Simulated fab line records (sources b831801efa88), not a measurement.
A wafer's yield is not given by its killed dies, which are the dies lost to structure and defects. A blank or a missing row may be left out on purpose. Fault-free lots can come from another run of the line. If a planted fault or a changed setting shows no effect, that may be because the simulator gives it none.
Which tool was responsible? :: flow sky130 :: 72 wafers from 24 lots sampled at 3 of the route's 708 steps

== WHAT THE GAUGES READ, wafer by wafer ==
SKY_LOCAL_INTERCONNECT_OVL_MEAS_12. Usual: LOCAL_INTERCONNECT_OVL gives -3 nm (standard deviation 4.7).
lot: L074
measured: day 30 13:27
on: overlay-02
LOCAL_INTERCONNECT_OVL (nm): -8 -4 -6
flag: 

lot: L075
measured: day 30 19:52
on: overlay-02
LOCAL_INTERCONNECT_OVL (nm): 3 -1 2
flag: 

lot: L076
measured: day 31 03:34
on: overlay-02
LOCAL_INTERCONNECT_OVL (nm): -11 -3 -2
flag: 

lot: L077
measured: day 31 08:33
on: overlay-01
LOCAL_INTERCONNECT_OVL (nm): -12 -9 -8
flag: 

lot: L078
measured: day 31 20:52
on: overlay-01
LOCAL_INTERCONNECT_OVL (nm): 7 2 2
flag: 

lot: L079
measured: day 32 02:12
on: overlay-02
LOCAL_INTERCONNECT_OVL (nm): 0 -6 1
flag: 

lot: L080
measured: day 32 11:19
on: overlay-01
LOCAL_INTERCONNECT_OVL (nm): -8 -9 -4
flag: 

lot: L081
measured: day 32 23:14
on: overlay-02
LOCAL_INTERCONNECT_OVL (nm): -5 -4 0
flag: 

lot: L082
measured: day 33 07:12
on: overlay-01
LOCAL_INTERCONNECT_OVL (nm): 6 1 9
flag: 

lot: L083
measured: day 33 18:32
on: overlay-01
LOCAL_INTERCONNECT_OVL (nm): -3 0 -2
flag: 

lot: L084
measured: day 33 19:16
on: overlay-02
LOCAL_INTERCONNECT_OVL (nm): -6 -6 -5
flag: 

lot: L085
measured: day 34 04:34
on: overlay-02
LOCAL_INTERCONNECT_OVL (nm): -8 -4 -12
flag: 

lot: L086
measured: day 34 08:38
on: overlay-01
LOCAL_INTERCONNECT_OVL (nm): -7 -1 -1
flag: 

lot: L087
measured: day 34 13:10
on: overlay-01
LOCAL_INTERCONNECT_OVL (nm): 0 -3 -4
flag: 

lot: L088
measured: day 35 07:34
on: overlay-02
LOCAL_INTERCONNECT_OVL (nm): -10 -10 -10
flag: 

lot: L089
measured: day 35 18:37
on: overlay-01
LOCAL_INTERCONNECT_OVL (nm): -7 -6 -3
flag: 

lot: L090
measured: day 35 19:23
on: overlay-01
LOCAL_INTERCONNECT_OVL (nm): -3 -2 -7
flag: 

lot: L091
measured: day 36 02:25
on: overlay-01
LOCAL_INTERCONNECT_OVL (nm): 4 -1 2
flag: 

lot: L092
measured: day 36 10:16
on: overlay-02
LOCAL_INTERCONNECT_OVL (nm): -3 -1 1
flag: 

lot: L093
measured: day 36 13:17
on: overlay-01
LOCAL_INTERCONNECT_OVL (nm): -1 -8 -7
flag: 

lot: L094
measured: day 37 00:00
on: overlay-02
LOCAL_INTERCONNECT_OVL (nm): -1 0 -4
flag: 

lot: L095
measured: day 37 01:55
on: overlay-02
LOCAL_INTERCONNECT_OVL (nm): -4 -4 -5
flag: 

lot: L096
measured: day 37 07:59
on: overlay-02
LOCAL_INTERCONNECT_OVL (nm): -8 -4 -14
flag: 

lot: L097
measured: day 37 10:23
on: overlay-01
LOCAL_INTERCONNECT_OVL (nm): -5 -13 -8
flag: 

SKY_CONTACT_THK_MEAS_01. Usual: CONTACT_CVD_00_THK gives 74.8 nm (standard deviation 1).
lot: L074
measured: day 30 14:25
on: filmMetro-03
CONTACT_CVD_00_THK (nm): 74.7 75.3 75.3
flag: 

lot: L075
measured: day 30 20:41
on: filmMetro-04
CONTACT_CVD_00_THK (nm): 74.9 75.0 74.4
flag: 

lot: L076
measured: day 31 04:20
on: filmMetro-03
CONTACT_CVD_00_THK (nm): 74.0 74.7 75.2
flag: 

lot: L077
measured: day 31 09:20
on: filmMetro-01
CONTACT_CVD_00_THK (nm): 74.2 73.9 76.1
flag: 

lot: L078
measured: day 31 21:39
on: filmMetro-03
CONTACT_CVD_00_THK (nm): 75.1 75.3 76.5
flag: 

lot: L079
measured: day 32 03:01
on: filmMetro-01
CONTACT_CVD_00_THK (nm): 73.8 74.9 76.2
flag: 

lot: L080
measured: day 32 12:05
on: filmMetro-04
CONTACT_CVD_00_THK (nm): 75.7 75.8 76.2
flag: 

lot: L081
measured: day 33 00:01
on: filmMetro-03
CONTACT_CVD_00_THK (nm): 74.3 74.7 75.3
flag: 

lot: L082
measured: day 33 07:59
on: filmMetro-01
CONTACT_CVD_00_THK (nm): 74.9 74.2 76.0
flag: 

lot: L083
measured: day 33 19:20
on: filmMetro-04
CONTACT_CVD_00_THK (nm): 74.2 75.7 76.3
flag: 

lot: L084
measured: day 33 20:06
on: filmMetro-04
CONTACT_CVD_00_THK (nm): 75.1 75.6 75.1
flag: 

lot: L085
measured: day 34 05:21
on: filmMetro-03
CONTACT_CVD_00_THK (nm): 75.4 74.1 75.6
flag: 

lot: L086
measured: day 34 09:25
on: filmMetro-01
CONTACT_CVD_00_THK (nm): 74.1 75.8 74.9
flag: 

lot: L087
measured: day 34 13:57
on: filmMetro-01
CONTACT_CVD_00_THK (nm): 75.5 75.3 75.6
flag: 

lot: L088
measured: day 35 08:21
on: filmMetro-03
CONTACT_CVD_00_THK (nm): 72.8 74.2 73.1
flag: 

lot: L089
measured: day 35 19:24
on: filmMetro-04
CONTACT_CVD_00_THK (nm): 73.9 74.2 75.1
flag: 

lot: L090
measured: day 35 20:11
on: filmMetro-01
CONTACT_CVD_00_THK (nm): 73.1 74.4 74.8
flag: 

lot: L091
measured: day 36 03:14
on: filmMetro-01
CONTACT_CVD_00_THK (nm): 75.3 74.4 76.7
flag: 

lot: L092
measured: day 36 11:04
on: filmMetro-01
CONTACT_CVD_00_THK (nm): 74.8 74.7 73.2
flag: 

lot: L093
measured: day 36 14:06
on: filmMetro-03
CONTACT_CVD_00_THK (nm): 74.6 74.1 74.6
flag: 

lot: L094
measured: day 37 00:54
on: filmMetro-01
CONTACT_CVD_00_THK (nm): 73.6 73.7 75.4
flag: 

lot: L095
measured: day 37 02:49
on: filmMetro-04
CONTACT_CVD_00_THK (nm): 74.0 75.9 74.5
flag: 

lot: L096
measured: day 37 08:46
on: filmMetro-04
CONTACT_CVD_00_THK (nm): 74.8 74.1 75.7
flag: 

lot: L097
measured: day 37 11:11
on: filmMetro-04
CONTACT_CVD_00_THK (nm): 74.5 74.2 74.5
flag: 

SKY_METAL1_THK_MEAS_06: measures by xrf. Usual: METAL1_ALCU_THK gives 249 nm (standard deviation 3.7).
lot: L074
measured: day 31 20:13
on: filmMetro-01
METAL1_ALCU_THK (nm): 250 249 249
flag: 

lot: L075
measured: day 32 02:50
on: filmMetro-03
METAL1_ALCU_THK (nm): 253 252 255
flag: 

lot: L076
measured: day 32 10:03
on: filmMetro-02
METAL1_ALCU_THK (nm): 244 244 245
flag: 

lot: L077
measured: day 32 14:56
on: filmMetro-02
METAL1_ALCU_THK (nm): 247 246 251
flag: 

lot: L078
measured: day 33 02:45
on: filmMetro-03
METAL1_ALCU_THK (nm): 250 254 256
flag: 

lot: L079
measured: day 33 08:32
on: filmMetro-02
METAL1_ALCU_THK (nm): 253 247 252
flag: 

lot: L080
measured: day 33 16:53
on: filmMetro-01
METAL1_ALCU_THK (nm): 252 256 247
flag: 

lot: L081
measured: day 34 04:37
on: filmMetro-03
METAL1_ALCU_THK (nm): 247 248 251
flag: 

lot: L082
measured: day 34 13:05
on: filmMetro-02
METAL1_ALCU_THK (nm): 251 254 251
flag: 

lot: L083
measured: day 35 00:40
on: filmMetro-01
METAL1_ALCU_THK (nm): 247 245 248
flag: 

lot: L084
measured: day 35 01:39
on: filmMetro-03
METAL1_ALCU_THK (nm): 252 256 253
flag: 

lot: L085
measured: day 35 09:47
on: filmMetro-01
METAL1_ALCU_THK (nm): 250 250 251
flag: 

lot: L086
measured: day 35 13:31
on: filmMetro-01
METAL1_ALCU_THK (nm): 253 250 250
flag: 

lot: L087
measured: day 35 18:57
on: filmMetro-02
METAL1_ALCU_THK (nm): 251 248 250
flag: 

lot: L088
measured: day 36 12:31
on: filmMetro-03
METAL1_ALCU_THK (nm): 253 252 252
flag: 

lot: L089
measured: day 36 23:46
on: filmMetro-02
METAL1_ALCU_THK (nm): 247 244 247
flag: 

lot: L090
measured: day 37 00:28
on: filmMetro-03
METAL1_ALCU_THK (nm): 248 252 249
flag: 

lot: L091
measured: day 37 08:19
on: filmMetro-03
METAL1_ALCU_THK (nm): 248 250 255
flag: 

lot: L092
measured: day 37 15:13
on: filmMetro-03
METAL1_ALCU_THK (nm): 248 247 251
flag: 

lot: L093
measured: day 37 18:24
on: filmMetro-02
METAL1_ALCU_THK (nm): 240 244 241
flag: 

lot: L094
measured: day 38 04:38
on: filmMetro-02
METAL1_ALCU_THK (nm): 246 241 247
flag: 

lot: L095
measured: day 38 05:48
on: filmMetro-01
METAL1_ALCU_THK (nm): 254 250 254
flag: 

lot: L096
measured: day 38 13:06
on: filmMetro-03
METAL1_ALCU_THK (nm): 248 248 246
flag: 

lot: L097
measured: day 38 15:16
on: filmMetro-01
METAL1_ALCU_THK (nm): 245 247 246
flag: 

== WHAT TOOL EACH LOT RAN ON (gives the tool, then ch and the chambers of the sampled wafers, and finally the start) ==
The record shows no process step preceding these readings.

== AS READ BY THE TOOLS THEMSELVES (means over the sampled wafers that have a number; for cases with no such wafer, the mark the record gives instead) ==
The record holds no such reading with a usual standard deviation.

== THE ANSWER, worked out from the rows above alone ==
Rule: take the mean of a lot's wafers that have a number; if it is more than 3 standard deviations from the usual mean, the lot is off. Also off: a lot with no number at a reading for which 4 or more lots have one. The other lots that the step has rows for count as sound. First the gauges in route order, then the tools' own readings, where a lot's mean is used as printed above. The first step at which some lot is off is used, and at that step the reading that is off furthest; a lot without a number counts as furthest.
Across all readings shown, no lot is off: no conclusion can be drawn from this.

== WHAT THE SIMULATOR PUT IN ==
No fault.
